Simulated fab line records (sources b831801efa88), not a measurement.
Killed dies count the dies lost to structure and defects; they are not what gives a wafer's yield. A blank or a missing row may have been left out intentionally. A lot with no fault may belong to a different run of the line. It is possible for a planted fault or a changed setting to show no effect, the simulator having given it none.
Which of the tools did it? -- flow gf180mcu -- 12 lots, 35 wafers sampled, at 3 steps of a route of 602

== WHAT THE GAUGES SHOWED, per wafer ==
GF_V5_THK_MEAS_01. Usual: V5_CVD_00_THK gives 300.4 nm (standard deviation 3).
lot,measured,on,V5_CVD_00_THK (nm),flag
L874,day 27 04:23,film_metro-04,304.4 302.8 299.0,
L875,day 27 14:20,film_metro-02,298.4 300.4 299.7,
L876,day 27 15:08,film_metro-04,301.0 299.9 300.9,
L880,day 28 18:36,film_metro-02,297.6 302.7 304.2,
L881,day 29 00:52,film_metro-01,302.5 304.4 302.9,
L882,day 29 15:08,film_metro-02,299.7 295.6 300.1,
L884,day 30 02:16,film_metro-04,296.5 301.1 298.3,
L885,day 30 07:00,film_metro-01,299.2 307.7 303.1,
L887,day 31 00:49,film_metro-01,299.8 298.6,
L893,day 32 09:52,film_metro-04,303.5 301.7 301.6,
L894,day 32 16:38,film_metro-04,303.2 305.3 303.8,
L895,day 32 18:04,film_metro-02,292.9 296.1 294.0,

GF_V5_CD_MEAS_14: target cd 260 nm. Usual: 259.7 nm for cd_nm, sd 1.2.
lot,measured,on,cd_nm (nm),flag
L874,day 28 00:58,cd_sem-02,259.2 258.2 258.3,
L875,day 28 10:08,cd_sem-01,260.5 260.3 261.4,
L876,day 28 11:06,cd_sem-02,259.6 258.8 258.4,
L880,day 29 13:56,cd_sem-02,257.2 258.2 256.8,
L881,day 29 20:08,cd_sem-01,261.0 260.3 260.2,
L882,day 30 10:07,cd_sem-01,259.9 260.7 260.5,
L884,day 30 21:08,cd_sem-01,260.5 260.2 259.6,
L885,day 31 00:56,cd_sem-01,257.0 257.1 257.9,
L887,day 31 18:16,cd_sem-02,260.0 259.8,
L893,day 33 03:08,cd_sem-02,259.8 259.0 258.5,
L894,day 33 08:50,cd_sem-02,262.5 261.8 261.3,
L895,day 33 10:41,cd_sem-01,260.2 262.5 260.6,

GF_TOP_METAL_CD_MEAS_14: target cd 440 nm. Usual: 440.7 nm for cd_nm, sd 2.
lot,measured,on,cd_nm (nm),flag
L874,day 28 22:02,cd_sem-01,442.9 443.5 443.3,
L875,day 29 07:42,cd_sem-01,442.5 439.9 441.2,
L876,day 29 08:01,cd_sem-02,438.5 437.2 439.9,
L880,day 30 10:17,cd_sem-02,439.8 442.8 441.8,
L881,day 30 16:30,cd_sem-02,442.1 440.0 441.3,
L882,day 31 05:40,cd_sem-01,439.4 438.3 440.1,
L884,day 31 15:36,cd_sem-01,439.3 437.1 439.4,
L885,day 31 19:18,cd_sem-01,440.2 442.5 444.0,
L887,day 32 13:07,cd_sem-01,441.1 440.4,
L893,day 33 20:26,cd_sem-01,437.9 436.6 438.5,
L894,day 34 01:53,cd_sem-02,442.7 443.7 443.1,
L895,day 34 03:44,cd_sem-02,440.2 440.1 439.6,

== TOOL THAT RAN EACH LOT (tool first, then ch and the chambers of the sampled wafers, then the start) ==
No process step before these readings appears in the record.

== AS READ BY THE TOOLS THEMSELVES (means over the sampled wafers that have a number; for cases with no such wafer, the mark the record gives instead) ==
The record holds no such reading with a usual standard deviation.

== THE ANSWER, worked out from the rows above alone ==
Rule: take the mean of a lot's wafers that have a number; if it is more than 3 standard deviations from the usual mean, the lot is off. A lot without any number at a reading at which 4 lots or more have one is off too. Any other lot the step has rows for is counted as sound. The gauges are gone through in route order, then the tools' own readings, and for those a lot's mean is taken as printed above. The first step at which some lot is off is used, and at that step the reading that is off furthest; a lot without a number counts as furthest.
Nothing can be told from this: no lot is off at any reading shown.

== WHAT THE SIMULATOR PUT IN ==
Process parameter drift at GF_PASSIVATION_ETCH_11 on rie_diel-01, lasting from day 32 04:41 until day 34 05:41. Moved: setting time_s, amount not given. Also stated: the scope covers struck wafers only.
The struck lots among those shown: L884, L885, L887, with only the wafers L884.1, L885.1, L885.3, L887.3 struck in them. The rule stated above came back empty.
